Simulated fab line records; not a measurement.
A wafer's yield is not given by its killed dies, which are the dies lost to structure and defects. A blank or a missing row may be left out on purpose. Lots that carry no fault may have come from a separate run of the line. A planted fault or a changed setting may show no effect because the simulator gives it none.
fab line records -- flow gf180mcu
record: lots: 5, wafers: 23
route steps=602 shown M5@530 V5@544 TOP_METAL@567 PASSIVATION@599
start-h: hours from the record's opening day to when the first of the lot's shown wafers began -- wait-h: hours elapsed since this lot's preceding step -- " unchanged from the row above -- L1.1+2: a single row standing in for several wafers -- - either no value or no given start -- * or withheld: withheld -- < > ~ a bound
route shown NAME@n: NAME is a module with steps in the file, n the number in the route of the first one -- usual: mean and standard deviation over wafers with no fault -- same: alike in all rows -- chamber/n: place in a boat -- sites: each site's reading -- _std_site: standard deviation across them -- _edge_site: outer sites' mean less inner sites' -- radius-mm: how far each site lies from the wafer's centre -- mask NAME#n: copy n -- behind: tool/chamber where the wafer was last shaped -- hold: why the lot was held/for how many hours/how that ended -- device: the transistor (n, p or np) that didn't switch -- end of line: the route-end tests of the same wafers -- a step given without rows: its recipe and nothing more -- killed: not the wafer's yield, but the dies lost to structure and defects at the first sort -- map: shows each die of a wafer: x if killed, . if not, _ if none is there
set.NAME: the run value of the setting; set.NAME@STEP: its run value at that earlier step -- model.NAME: the simulator's own value behind a step, which no gauge read
one table per step and one row per wafer, for lots whose settings were changed on purpose
== steps ==
step: GF_M5_EXPOSE_04
recipe: mask-id: Metal5, target-cd-nm: 280, na: 0.68, source-shape: conventional, sigma-outer: 0.6, dose-mj: 28
lot.wafer,tool,chamber,start-h,wait-h,mask,set.dose-mj
L074.2+3+4,krf-scanner-01,0,-,-,Metal5#0,26.09
L074.5+6,krf-scanner-01,0,-,-,Metal5#0,28
L075.1+3,krf-scanner-02,0,-,-,Metal5#0,28
L075.2+4+5,krf-scanner-02,0,-,-,Metal5#0,29.84
L076.2+5+6,krf-scanner-02,0,-,-,Metal5#0,28
L080.1+5,krf-scanner-02,0,-,-,Metal5#0,27
L080.2+3+4,krf-scanner-02,0,-,-,Metal5#0,28
L085.1+2+6,krf-scanner-02,0,-,-,Metal5#0,28
L085.4+5,krf-scanner-02,0,-,-,Metal5#0,28.9
step: GF_M5_PEB_05
recipe: peb-temp-c: 135, peb-time-s: 90, resist: KrF
step: GF_M5_DEVELOP_06
recipe: develop-time-s: 60, dev-temp-c: 21
step: GF_M5_CD_MEAS_07
recipe: target-cd-nm: 280
usual: cd-nm: 279.4/1.1
lot.wafer,tool,chamber,start-h,wait-h,set.dose-mj@M5_EXPOSE_04,cd-nm
L074.2,cd-sem-02,-,593.93,0.1,26.09,288.8
L074.3,cd-sem-02,-,593.93,0.1,26.09,289.2
L074.4,cd-sem-02,-,593.93,0.1,26.09,289.7
L074.5,cd-sem-02,-,593.93,0.1,28,278.6
L074.6,cd-sem-02,-,593.93,0.1,28,277.9
L075.1,cd-sem-01,-,605.31,0.1,28,279.2
L075.2,cd-sem-01,-,605.31,0.1,29.84,269.2
L075.3,cd-sem-01,-,605.31,0.1,28,278.9
L075.4,cd-sem-01,-,605.31,0.1,29.84,269.4
L075.5,cd-sem-01,-,605.31,0.1,29.84,269.9
L076.2,cd-sem-02,-,615.38,0.1,28,279.6
L076.5,cd-sem-02,-,615.38,0.1,28,278.1
L076.6,cd-sem-02,-,615.38,0.1,28,278.4
L080.1,cd-sem-02,-,669.93,0.1,27,283.2
L080.2,cd-sem-02,-,669.93,0.1,28,277.5
L080.3,cd-sem-02,-,669.93,0.1,28,279.7
L080.4,cd-sem-02,-,669.93,0.1,28,278.1
L080.5,cd-sem-02,-,669.93,0.1,27,284.3
L085.1,cd-sem-02,-,696.38,0.1,28,280.8
L085.2,cd-sem-02,-,696.38,0.1,28,280.6
L085.4,cd-sem-02,-,696.38,0.1,28.9,276.5
L085.5,cd-sem-02,-,696.38,0.1,28.9,276.1
L085.6,cd-sem-02,-,696.38,0.1,28,280.5
step: GF_M5_ETCH_09
recipe: chemistry: CF4/O2, target: Si3N4, target-depth-nm: 52, source-w: 800, bias-w: 150, pressure-mtorr: 150, cf4-flow-sccm: 80, O2_flow_sccm: 10, time-s: 11.6
lot.wafer,tool,chamber,start-h,wait-h,set.dose-mj@M5_EXPOSE_04,model.M5.cd-nm
L074.2,rie-diel-04,3,594.07,0.0,26.09,288.5
L074.3,rie-diel-04,0,594.07,0.0,26.09,289.7
L074.4,rie-diel-04,2,594.07,0.0,26.09,290.3
L074.5,rie-diel-04,2,594.07,0.0,28,279
L074.6,rie-diel-04,1,594.07,0.0,28,277.8
L075.1,rie-diel-02,0,605.47,0.0,28,278.9
L075.2,rie-diel-02,1,605.47,0.0,29.84,268.9
L075.3,rie-diel-02,3,605.47,0.0,28,279
L075.4,rie-diel-02,2,605.47,0.0,29.84,269.6
L075.5,rie-diel-02,2,605.47,0.0,29.84,270.1
L076.2,rie-diel-04,3,615.52,0.0,28,278.9
L076.5,rie-diel-04,3,615.52,0.0,28,277.6
L076.6,rie-diel-04,2,615.52,0.0,28,278.7
L080.1,rie-diel-02,0,670.09,0.0,27,283.3
L080.2,rie-diel-02,3,670.09,0.0,28,277.5
L080.3,rie-diel-02,2,670.09,0.0,28,279.6
L080.4,rie-diel-02,1,670.09,0.0,28,278
L080.5,rie-diel-02,0,670.09,0.0,27,283.8
L085.1,rie-diel-02,3,696.53,0.0,28,280.7
L085.2,rie-diel-02,1,696.53,0.0,28,280.5
L085.4,rie-diel-02,0,696.53,0.0,28.9,276.5
L085.5,rie-diel-02,3,696.53,0.0,28.9,276.1
L085.6,rie-diel-02,2,696.53,0.0,28,281.1
step: GF_M5_METAL_ETCH_10
recipe: chemistry: Cl2/BCl3, mask-material: KrF, target-depth-nm: 627.5, stop-on: SiO2, pressure-mtorr: 8, icp-w: 800, bias-w: 140, Cl2_flow_sccm: 80, bcl3-flow-sccm: 40, time-s: 104.6
usual: oes-product-au: 0.967/0.0077
lot.wafer,tool,chamber,start-h,wait-h,set.time-s,oes-product-au,model.KrF_of_M5_COAT_02.thk-nm
L074.2,rie-metal-01,0,594.09,0.0,104.6,0.979,696.8
L074.3,rie-metal-01,1,594.09,0.0,104.6,0.972,698.7
L074.4,rie-metal-01,0,594.09,0.0,90.57,1.006,726.3
L074.5,rie-metal-01,1,594.09,0.0,90.57,0.990,734
L074.6,rie-metal-01,0,594.09,0.0,90.57,1.007,729.9
L075.1,rie-metal-04,1,605.49,0.0,109.8,0.954,674.3
L075.2,rie-metal-04,0,605.49,0.0,109.8,0.959,677.4
L075.3,rie-metal-04,1,605.49,0.0,109.8,0.974,674.4
L075.4,rie-metal-04,0,605.49,0.0,104.6,0.965,692.2
L075.5,rie-metal-04,0,605.49,0.0,104.6,0.972,691.4
L076.2,rie-metal-01,1,615.54,0.0,104.6,0.963,698.4
L076.5,rie-metal-01,0,615.54,0.0,104.6,0.977,690.7
L076.6,rie-metal-01,1,615.54,0.0,104.6,0.965,695.7
L080.1,rie-metal-02,0,670.11,0.0,104.6,0.972,700.6
L080.2,rie-metal-02,1,670.11,0.0,90.94,1.002,723.3
L080.3,rie-metal-02,1,670.11,0.0,104.6,0.978,693.3
L080.4,rie-metal-02,0,670.11,0.0,104.6,0.972,701.7
L080.5,rie-metal-02,1,670.11,0.0,90.94,1.010,727.6
L085.1,rie-metal-04,0,696.56,0.0,104.6,0.969,700.3
L085.2,rie-metal-04,1,696.56,0.0,116,0.956,666.6
L085.4,rie-metal-04,0,696.56,0.0,116,0.947,675.4
L085.5,rie-metal-04,0,696.56,0.0,104.6,0.968,699.7
L085.6,rie-metal-04,1,696.56,0.0,116,0.945,665.7
step: GF_M5_STRIP_11
recipe: chemistry: O2/N2, power-w: 1400, pressure-mtorr: 1500, platen-temp-c: 250, o2-flow-sccm: 3000, n2-flow-sccm: 300, overash-fraction: 0.5
usual: strip-time-to-endpoint-s: 7.51/0.048
lot.wafer,tool,chamber,start-h,wait-h,set.time-s@M5_METAL_ETCH_10,strip-time-to-endpoint-s
L074.2,plasma-asher-02,1,594.21,0.1,104.6,7.51
L074.3,plasma-asher-02,0,594.21,0.1,104.6,7.52
L074.4,plasma-asher-02,1,594.21,0.1,90.57,7.76
L074.5,plasma-asher-02,0,594.21,0.1,90.57,7.86
L074.6,plasma-asher-02,1,594.21,0.1,90.57,7.82
L075.1,plasma-asher-03,1,605.61,0.1,109.8,7.28
L075.2,plasma-asher-03,0,605.61,0.1,109.8,7.32
L075.3,plasma-asher-03,1,605.61,0.1,109.8,7.28
L075.4,plasma-asher-03,0,605.61,0.1,104.6,7.45
L075.5,plasma-asher-03,0,605.61,0.1,104.6,7.44
L076.2,plasma-asher-03,0,615.66,0.1,104.6,7.54
L076.5,plasma-asher-03,1,615.66,0.1,104.6,7.45
L076.6,plasma-asher-03,0,615.66,0.1,104.6,7.50
L080.1,plasma-asher-03,0,670.23,0.1,104.6,7.54
L080.2,plasma-asher-03,1,670.23,0.1,90.94,7.77
L080.3,plasma-asher-03,1,670.23,0.1,104.6,7.49
L080.4,plasma-asher-03,0,670.23,0.1,104.6,7.54
L080.5,plasma-asher-03,0,670.23,0.1,90.94,7.80
L085.1,plasma-asher-02,0,696.67,0.1,104.6,7.54
L085.2,plasma-asher-02,1,696.67,0.1,116,7.21
L085.4,plasma-asher-02,0,696.67,0.1,116,7.30
L085.5,plasma-asher-02,0,696.67,0.1,104.6,7.52
L085.6,plasma-asher-02,1,696.67,0.1,116,7.19
step: GF_V5_CMP_04
recipe: material: SiO2, down-force-psi: 4, platen-rpm: 60, pad-velocity-m-s: 0.94248
lot.wafer,tool,chamber,start-h,wait-h,set.leave-above-ref-nm,model.SiO2_of_V5_CVD_02.thk-nm
L074.4,cmp-02,1,595.02,0.0,855,855.7
L074.2,cmp-02,2,595.02,0.0,791.2,789.4
L074.3,cmp-02,0,595.02,0.0,855,854.3
L074.6,cmp-02,1,595.02,0.0,791.2,791
L074.5,cmp-02,2,595.02,0.0,791.2,790.8
L075.2,cmp-02,2,606.41,0.0,855,854
L075.3,cmp-02,3,606.41,0.0,855,854.6
L075.4,cmp-02,0,606.41,0.0,855,855.1
L075.1,cmp-02,1,606.41,0.0,855,856
L075.5,cmp-02,3,606.41,0.0,855,854.2
L076.2,cmp-01,0,616.54,0.1,855,853.8
L076.6,cmp-01,3,616.54,0.1,855,854.3
L076.5,cmp-01,0,616.54,0.1,855,855.1
L080.1,cmp-02,0,671.03,0.1,855,854
L080.3,cmp-02,1,671.03,0.1,855,855.3
L080.2,cmp-02,2,671.03,0.1,915.3,912.9
L080.4,cmp-02,3,671.03,0.1,915.3,914.2
L080.5,cmp-02,0,671.03,0.1,915.3,916.4
L085.4,cmp-02,1,697.48,0.0,855,855.4
L085.1,cmp-02,3,697.48,0.0,855,853.9
L085.2,cmp-02,0,697.48,0.0,826,825.4
L085.5,cmp-02,1,697.48,0.0,826,825.6
L085.6,cmp-02,2,697.48,0.0,826,825.1
step: GF_V5_DEVELOP_13
recipe: develop-time-s: 60, resist: KrF, dev-temp-c: 21
lot.wafer,tool,chamber,start-h,wait-h,set.dev-temp-c
L074.2+4+6,litho-track-02,0,615.70,0.2,21
L074.3+5,litho-track-02,0,615.70,0.2,18.23
L075.1+4,litho-track-01,0,627.26,0.2,21
L075.2+3+5,litho-track-01,0,627.26,0.2,19.44
L076.2+5+6,litho-track-03,0,636.98,0.2,21
L080.1+2+3+4+5,litho-track-01,0,689.46,0.2,21
L085.1+2+5,litho-track-01,0,716.76,0.2,21
L085.4+6,litho-track-01,0,716.76,0.2,19.66
step: GF_V5_ETCH_16
recipe: chemistry: N2/H2, target-depth-a: withheld, overetch-a: withheld, time-s: withheld, target: BARC, ion-energy-ev: 200, source-w: 500, bias-w: 100, pressure-mtorr: 30, n2-flow-sccm: 100, h2-flow-sccm: 200
step: GF_V5_ETCH_17
recipe: chemistry: C4F8/O2/Ar, mask-material: KrF, target: SiO2, stop-on: TiN, source-w: 1500, bias-w: 1200, pressure-mtorr: 40, c4f8-flow-sccm: withheld, O2_flow_sccm: 6, Ar_flow_sccm: 300, time-s: withheld, target-depth-a: 8550
usual: oes-product-au: 0.859/0.0046
lot.wafer,tool,chamber,start-h,wait-h,set.leave-above-ref-nm@V5_CMP_04,oes-product-au,model.V5.feature-depth-nm
L074.2,rie-diel-02,2,-,-,791.2,0.824,789.4
L074.3,rie-diel-02,0,-,-,855,0.855,854.3
L074.4,rie-diel-02,3,-,-,855,0.858,855.7
L074.5,rie-diel-02,0,-,-,791.2,0.824,790.8
L074.6,rie-diel-02,1,-,-,791.2,0.825,791
L075.1,rie-diel-02,1,-,-,855,0.857,856
L075.2,rie-diel-02,0,-,-,855,0.861,854
L075.3,rie-diel-02,2,-,-,855,0.868,854.6
L075.4,rie-diel-02,3,-,-,855,0.867,855.1
L075.5,rie-diel-02,2,-,-,855,0.859,854.2
L076.2,rie-diel-02,2,-,-,855,0.849,853.8
L076.5,rie-diel-02,1,-,-,855,0.860,855.1
L076.6,rie-diel-02,0,-,-,855,0.861,854.3
L080.1,rie-diel-03,0,-,-,855,0.867,854
L080.2,rie-diel-03,1,-,-,915.3,0.899,912.9
L080.3,rie-diel-03,3,-,-,855,0.858,855.3
L080.4,rie-diel-03,2,-,-,915.3,0.900,914.2
L080.5,rie-diel-03,2,-,-,915.3,0.901,916.4
L085.1,rie-diel-01,0,-,-,855,0.862,853.9
L085.2,rie-diel-01,1,-,-,826,0.844,825.4
L085.4,rie-diel-01,2,-,-,855,0.854,855.4
L085.5,rie-diel-01,1,-,-,826,0.837,825.6
L085.6,rie-diel-01,2,-,-,826,0.843,825.1
step: GF_V5_SPUTTER_21
recipe: material: Ti, target-thk-nm: 15, chamber-pressure-pa: 5, power-w: 2500, substrate-temp-c: 200, time-s: 80.02
lot.wafer,tool,chamber,start-h,wait-h,set.time-s,model.Ti_of_V5_SPUTTER_21.thk-nm
L074.2,pvd-sputter-04,-,616.71,0.0,80.02,15.08
L074.3,pvd-sputter-04,-,616.71,0.0,70.73,13.36
L074.4,pvd-sputter-04,-,616.71,0.0,70.73,13.17
L074.5,pvd-sputter-04,-,616.71,0.0,80.02,15.14
L074.6,pvd-sputter-04,-,616.71,0.0,70.73,13.42
L075.1,pvd-sputter-04,-,628.26,0.0,68.08,12.81
L075.2,pvd-sputter-04,-,628.26,0.0,80.02,14.92
L075.3,pvd-sputter-04,-,628.26,0.0,80.02,15.04
L075.4,pvd-sputter-04,-,628.26,0.0,68.08,12.54
L075.5,pvd-sputter-04,-,628.26,0.0,68.08,12.87
L076.2+6,pvd-sputter-04,-,637.95,0.0,80.02,15.26
L076.5,pvd-sputter-04,-,637.95,0.0,80.02,15.43
L080.1,pvd-sputter-04,-,691.77,0.0,80.02,14.82
L080.2,pvd-sputter-04,-,691.77,0.0,80.02,14.8
L080.3,pvd-sputter-04,-,691.77,0.0,80.02,15.09
L080.4,pvd-sputter-04,-,691.77,0.0,80.02,14.75
L080.5,pvd-sputter-04,-,691.77,0.0,80.02,15.04
L085.1,pvd-sputter-04,-,717.79,0.0,85.32,16.18
L085.2,pvd-sputter-04,-,717.79,0.0,80.02,15.12
L085.4,pvd-sputter-04,-,717.79,0.0,85.32,16.11
L085.5,pvd-sputter-04,-,717.79,0.0,80.02,15.03
L085.6,pvd-sputter-04,-,717.79,0.0,85.32,16.07
step: GF_TOP_METAL_SPUTTER_00
recipe: material: Ti, target-thk-nm: 37.5, arriving-ion-energy-ev: 80, substrate-temp-c: 200, chamber-pressure-pa: 2, power-w: 4000, time-s: 150
lot.wafer,tool,chamber,start-h,wait-h,set.power-w,model.Ti_of_TOP_METAL_SPUTTER_00.thk-nm
L074.2,pvd-sputter-01,-,617.40,0.2,4348,40.09
L074.3,pvd-sputter-01,-,617.40,0.2,4348,39.75
L074.4,pvd-sputter-01,-,617.40,0.2,4348,40.46
L074.5,pvd-sputter-01,-,617.40,0.2,4000,36.88
L074.6,pvd-sputter-01,-,617.40,0.2,4000,36.6
L075.1,pvd-sputter-01,-,628.95,0.2,4000,37.73
L075.2+4,pvd-sputter-01,-,628.95,0.2,4000,37.21
L075.3,pvd-sputter-01,-,628.95,0.2,4000,36.8
L075.5,pvd-sputter-01,-,628.95,0.2,4000,36.93
L076.2,pvd-sputter-04,-,638.64,0.1,4000,37.52
L076.5,pvd-sputter-04,-,638.64,0.1,4000,37.37
L076.6,pvd-sputter-04,-,638.64,0.1,4000,37.68
L080.1,pvd-sputter-04,-,692.47,0.2,4000,37.6
L080.2,pvd-sputter-04,-,692.47,0.2,4000,37.7
L080.3,pvd-sputter-04,-,692.47,0.2,4000,37.52
L080.4,pvd-sputter-04,-,692.47,0.2,4000,37.19
L080.5,pvd-sputter-04,-,692.47,0.2,4000,37.73
L085.1,pvd-sputter-04,-,718.49,0.2,3596,33.86
L085.2,pvd-sputter-04,-,718.49,0.2,4000,37.95
L085.4,pvd-sputter-04,-,718.49,0.2,4000,37.88
L085.5,pvd-sputter-04,-,718.49,0.2,3596,34.22
L085.6,pvd-sputter-04,-,718.49,0.2,3596,34.32
step: GF_TOP_METAL_EXPOSE_11
recipe: mask-id: MetalTop, target-cd-nm: 440, na: 0.6, source-shape: conventional, sigma-outer: 0.6, dose-mj: 170
lot.wafer,tool,chamber,start-h,wait-h,mask,set.dose-mj
L074.2+3+4+5+6,iline-stepper-02,0,-,-,MetalTop#0,170
L075.1+3+5,iline-stepper-02,0,-,-,MetalTop#0,170
L075.2+4,iline-stepper-02,0,-,-,MetalTop#0,180.1
L076.2+5+6,iline-stepper-01,0,-,-,MetalTop#0,170
L080.1+2+5,iline-stepper-01,0,-,-,MetalTop#0,175.3
L080.3+4,iline-stepper-01,0,-,-,MetalTop#0,170
L085.1+2+4+5+6,iline-stepper-01,0,-,-,MetalTop#0,170
step: GF_TOP_METAL_PEB_12
recipe: temp-c: withheld, time-s: *, resist: NOVOLAK
step: GF_TOP_METAL_DEVELOP_13
recipe: develop-time-s: 60, dev-temp-c: 23.46
lot.wafer,tool,chamber,start-h,wait-h,set.dose-mj@TOP_METAL_EXPOSE_11,model.TOP_METAL.cd-nm
L074.2,litho-track-04,0,637.96,0.1,170,438.4
L074.3,litho-track-04,0,637.96,0.1,170,439.2
L074.4,litho-track-04,0,637.96,0.1,170,439.4
L074.5,litho-track-04,0,637.96,0.1,170,438.3
L074.6,litho-track-04,0,637.96,0.1,170,442.3
L075.1,litho-track-04,0,648.58,0.1,170,438.9
L075.2,litho-track-04,0,648.58,0.1,180.1,422.8
L075.3,litho-track-04,0,648.58,0.1,170,438.2
L075.4,litho-track-04,0,648.58,0.1,180.1,422.4
L075.5,litho-track-04,0,648.58,0.1,170,439.5
L076.2,litho-track-03,0,658.23,0.1,170,440.2
L076.5,litho-track-03,0,658.23,0.1,170,438.9
L076.6,litho-track-03,0,658.23,0.1,170,440
L080.1,litho-track-01,0,710.91,0.1,175.3,431.9
L080.2+5,litho-track-01,0,710.91,0.1,175.3,432.4
L080.3,litho-track-01,0,710.91,0.1,170,440.6
L080.4,litho-track-01,0,710.91,0.1,170,442.9
L085.1,litho-track-03,0,736.30,0.1,170,443.1
L085.2,litho-track-03,0,736.30,0.1,170,442.3
L085.4,litho-track-03,0,736.30,0.1,170,442.8
L085.5+6,litho-track-03,0,736.30,0.1,170,441.4
step: GF_TOP_METAL_CD_MEAS_14
recipe: target-cd-nm: 440
usual: cd-nm: 440.1/1.7
lot.wafer,tool,chamber,start-h,wait-h,set.dose-mj@TOP_METAL_EXPOSE_11,cd-nm
L074.2,cd-sem-01,-,638.10,0.1,170,438.3
L074.3,cd-sem-01,-,638.10,0.1,170,439.1
L074.4,cd-sem-01,-,638.10,0.1,170,439.1
L074.5,cd-sem-01,-,638.10,0.1,170,438.4
L074.6,cd-sem-01,-,638.10,0.1,170,441.7
L075.1,cd-sem-02,-,648.73,0.1,170,438.9
L075.2,cd-sem-02,-,648.73,0.1,180.1,422.6
L075.3,cd-sem-02,-,648.73,0.1,170,438.2
L075.4,cd-sem-02,-,648.73,0.1,180.1,422.5
L075.5,cd-sem-02,-,648.73,0.1,170,439.6
L076.2,cd-sem-01,-,658.38,0.1,170,440.2
L076.5,cd-sem-01,-,658.38,0.1,170,438.7
L076.6,cd-sem-01,-,658.38,0.1,170,439.9
L080.1,cd-sem-01,-,711.06,0.1,175.3,431.9
L080.2,cd-sem-01,-,711.06,0.1,175.3,432.4
L080.3,cd-sem-01,-,711.06,0.1,170,440.5
L080.4,cd-sem-01,-,711.06,0.1,170,443.2
L080.5,cd-sem-01,-,711.06,0.1,175.3,432.9
L085.1,cd-sem-01,-,736.45,0.1,170,443.0
L085.2,cd-sem-01,-,736.45,0.1,170,442.4
L085.4,cd-sem-01,-,736.45,0.1,170,442.8
L085.5,cd-sem-01,-,736.45,0.1,170,441.7
L085.6,cd-sem-01,-,736.45,0.1,170,441.3
step: GF_TOP_METAL_METAL_ETCH_16
recipe: chemistry: Cl2/BCl3, mask-material: NOVOLAK, target-depth-nm: 1077.5, stop-on: SiO2, pressure-mtorr: 8, icp-w: 800, bias-w: 140, Cl2_flow_sccm: 80, bcl3-flow-sccm: 40, time-s: 179.6
lot.wafer,tool,chamber,start-h,wait-h,set.icp-w,set.dose-mj@TOP_METAL_EXPOSE_11,model.TOP_METAL.cd-nm
L074.2,rie-metal-01,1,638.24,0.0,800,170,437.3
L074.3,rie-metal-01,1,638.24,0.0,800,170,439.5
L074.4,rie-metal-01,0,638.24,0.0,855.5,170,440
L074.5,rie-metal-01,1,638.24,0.0,855.5,170,438.1
L074.6,rie-metal-01,0,638.24,0.0,855.5,170,441.3
L075.1,rie-metal-02,1,648.89,0.0,800,170,439.1
L075.2,rie-metal-02,0,648.89,0.0,800,180.1,426.1
L075.3,rie-metal-02,1,648.89,0.0,800,170,437.6
L075.4,rie-metal-02,0,648.89,0.0,800,180.1,422.6
L075.5,rie-metal-02,0,648.89,0.0,800,170,443
L076.2,rie-metal-02,0,658.51,0.0,800,170,447.4
L076.5,rie-metal-02,1,658.51,0.0,800,170,439.5
L076.6,rie-metal-02,0,658.51,0.0,800,170,443.9
L080.1,rie-metal-03,0,711.22,0.0,863.8,175.3,434
L080.2,rie-metal-03,1,711.22,0.0,863.8,175.3,430.3
L080.3,rie-metal-03,0,711.22,0.0,863.8,170,437.4
L080.4,rie-metal-03,1,711.22,0.0,800,170,438.4
L080.5,rie-metal-03,0,711.22,0.0,800,175.3,427.8
L085.1,rie-metal-03,0,736.61,0.0,800,170,442.4
L085.2,rie-metal-03,1,736.61,0.0,758.6,170,445
L085.4,rie-metal-03,1,736.61,0.0,758.6,170,438.7
L085.5,rie-metal-03,1,736.61,0.0,800,170,440
L085.6,rie-metal-03,0,736.61,0.0,758.6,170,440.4
step: GF_TOP_METAL_STRIP_17
recipe: chemistry: O2/N2, power-w: 1400, pressure-mtorr: 1500, platen-temp-c: 250, o2-flow-sccm: 3000, n2-flow-sccm: 300, overash-fraction: 0.5
usual: strip-time-to-endpoint-s: 13.42/0.1
lot.wafer,tool,chamber,start-h,wait-h,set.icp-w@TOP_METAL_METAL_ETCH_16,strip-time-to-endpoint-s
L074.2,plasma-asher-02,1,638.42,0.1,800,13.36
L074.3,plasma-asher-02,0,638.42,0.1,800,13.37
L074.4,plasma-asher-02,1,638.42,0.1,855.5,13.05
L074.5,plasma-asher-02,0,638.42,0.1,855.5,13.15
L074.6,plasma-asher-02,1,638.42,0.1,855.5,13.08
L075.1,plasma-asher-02,0,649.07,0.1,800,13.28
L075.2,plasma-asher-02,1,649.07,0.1,800,13.51
L075.3,plasma-asher-02,1,649.07,0.1,800,13.37
L075.4,plasma-asher-02,0,649.07,0.1,800,13.50
L075.5,plasma-asher-02,1,649.07,0.1,800,13.49
L076.2,plasma-asher-01,0,658.69,0.1,800,13.61
L076.5,plasma-asher-01,1,658.69,0.1,800,13.47
L076.6,plasma-asher-01,0,658.69,0.1,800,13.49
L080.1,plasma-asher-02,0,711.39,0.1,863.8,12.95
L080.2,plasma-asher-02,1,711.39,0.1,863.8,12.87
L080.3,plasma-asher-02,0,711.39,0.1,863.8,12.99
L080.4,plasma-asher-02,1,711.39,0.1,800,13.22
L080.5,plasma-asher-02,0,711.39,0.1,800,13.38
L085.1,plasma-asher-02,1,736.79,0.1,800,13.46
L085.2,plasma-asher-02,0,736.79,0.1,758.6,13.58
L085.4,plasma-asher-02,0,736.79,0.1,758.6,13.61
L085.5,plasma-asher-02,1,736.79,0.1,800,13.33
L085.6,plasma-asher-02,0,736.79,0.1,758.6,13.62
step: GF_PASSIVATION_STRIP_12
recipe: chemistry: O2/N2, power-w: 1400, pressure-mtorr: 1500, platen-temp-c: 250, o2-flow-sccm: 3000, n2-flow-sccm: 300, overash-fraction: 0.5
usual: oes-product-au: 0.718/0.0041, strip-time-to-endpoint-s: 34.61/0.24
lot.wafer,tool,chamber,start-h,wait-h,set.power-w,oes-product-au,strip-time-to-endpoint-s
L074.2,plasma-asher-02,0,658.94,0.1,1400,0.719,34.70
L074.3,plasma-asher-02,1,658.94,0.1,1400,0.715,34.50
L074.4,plasma-asher-02,0,658.94,0.1,1400,0.722,34.82
L074.5,plasma-asher-02,0,658.94,0.1,1400,0.717,34.58
L074.6,plasma-asher-02,1,658.94,0.1,1400,0.724,34.75
L075.1,plasma-asher-04,0,669.52,0.1,1400,0.719,34.65
L075.2,plasma-asher-04,1,669.52,0.1,1324,0.690,36.71
L075.3,plasma-asher-04,0,669.52,0.1,1400,0.711,34.74
L075.4,plasma-asher-04,1,669.52,0.1,1324,0.701,36.45
L075.5,plasma-asher-04,0,669.52,0.1,1324,0.695,36.37
L076.2,plasma-asher-02,1,679.14,0.1,1400,0.721,34.66
L076.5,plasma-asher-02,1,679.14,0.1,1400,0.719,34.61
L076.6,plasma-asher-02,0,679.14,0.1,1400,0.714,34.56
L080.1,plasma-asher-04,0,730.09,0.1,1400,0.721,34.67
L080.2,plasma-asher-04,1,730.09,0.1,1400,0.721,34.48
L080.3,plasma-asher-04,0,730.09,0.1,1400,0.719,34.46
L080.4,plasma-asher-04,1,730.09,0.1,1400,0.725,35.02
L080.5,plasma-asher-04,0,730.09,0.1,1400,0.724,34.46
L085.1,plasma-asher-04,0,754.62,0.1,1339,0.703,35.62
L085.2,plasma-asher-04,1,754.62,0.1,1400,0.722,34.37
L085.4,plasma-asher-04,0,754.62,0.1,1339,0.698,36.47
L085.5,plasma-asher-04,0,754.62,0.1,1339,0.699,36.39
L085.6,plasma-asher-04,1,754.62,0.1,1400,0.717,34.34
== key ==
split: step: GF_M5_EXPOSE_04, setting: dose-mj, stated: 28, by: wafer
response: step: GF_M5_CD_MEAS_07, reading: cd-nm, change: -1.52, per: 1%, r: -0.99
response: step: GF_M5_ETCH_09, reading: model.M5.cd-nm, change: -1.51, per: 1%, r: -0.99
split: step: GF_M5_METAL_ETCH_10, setting: time-s, stated: 104.6, by: wafer
response: step: GF_M5_METAL_ETCH_10, reading: oes-product-au, change: -0.00203, per: 1%, r: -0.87
response: step: GF_M5_METAL_ETCH_10, reading: model.KrF_of_M5_COAT_02.thk-nm, change: -2.43, per: 1%, r: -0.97
response: step: GF_M5_STRIP_11, reading: strip-time-to-endpoint-s, change: *, per: 1%, r: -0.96
split: step: GF_V5_CMP_04, setting: leave-above-ref-nm, stated: 855, by: wafer
response: step: GF_V5_CMP_04, reading: model.SiO2_of_V5_CVD_02.thk-nm, change: +8.58, per: 1%, r: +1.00
response: step: GF_V5_ETCH_17, reading: oes-product-au, change: +0.00479, per: 1%, r: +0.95
response: step: GF_V5_ETCH_17, reading: model.V5.feature-depth-nm, change: +8.58, per: 1%, r: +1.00
split: step: GF_V5_DEVELOP_13, setting: dev-temp-c, stated: 21, by: wafer
response none clear
split: step: GF_V5_SPUTTER_21, setting: time-s, stated: 80.02, by: wafer
response: step: GF_V5_SPUTTER_21, reading: model.Ti_of_V5_SPUTTER_21.thk-nm, change: +0.152, per: 1%, r: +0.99
split: step: GF_TOP_METAL_SPUTTER_00, setting: power-w, stated: 4000, by: wafer
response: step: GF_TOP_METAL_SPUTTER_00, reading: model.Ti_of_TOP_METAL_SPUTTER_00.thk-nm, change: +0.379, per: 1%, r: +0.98
split: step: GF_TOP_METAL_EXPOSE_11, setting: dose-mj, stated: 170, by: wafer
response: step: GF_TOP_METAL_DEVELOP_13, reading: model.TOP_METAL.cd-nm, change: -2.8, per: 1%, r: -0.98
response: step: GF_TOP_METAL_CD_MEAS_14, reading: cd-nm, change: -2.82, per: 1%, r: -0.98
response: step: GF_TOP_METAL_METAL_ETCH_16, reading: model.TOP_METAL.cd-nm, change: -2.55, per: 1%, r: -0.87
split: step: GF_TOP_METAL_METAL_ETCH_16, setting: icp-w, stated: 800, by: wafer
response: step: GF_TOP_METAL_STRIP_17, reading: strip-time-to-endpoint-s, change: *, per: 1%, r: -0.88
split: step: GF_PASSIVATION_STRIP_12, setting: power-w, stated: 1400, by: wafer
response: step: GF_PASSIVATION_STRIP_12, reading: oes-product-au, change: +0.00397, per: 1%, r: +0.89
response: step: GF_PASSIVATION_STRIP_12, reading: strip-time-to-endpoint-s, change: *, per: 1%, r: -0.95
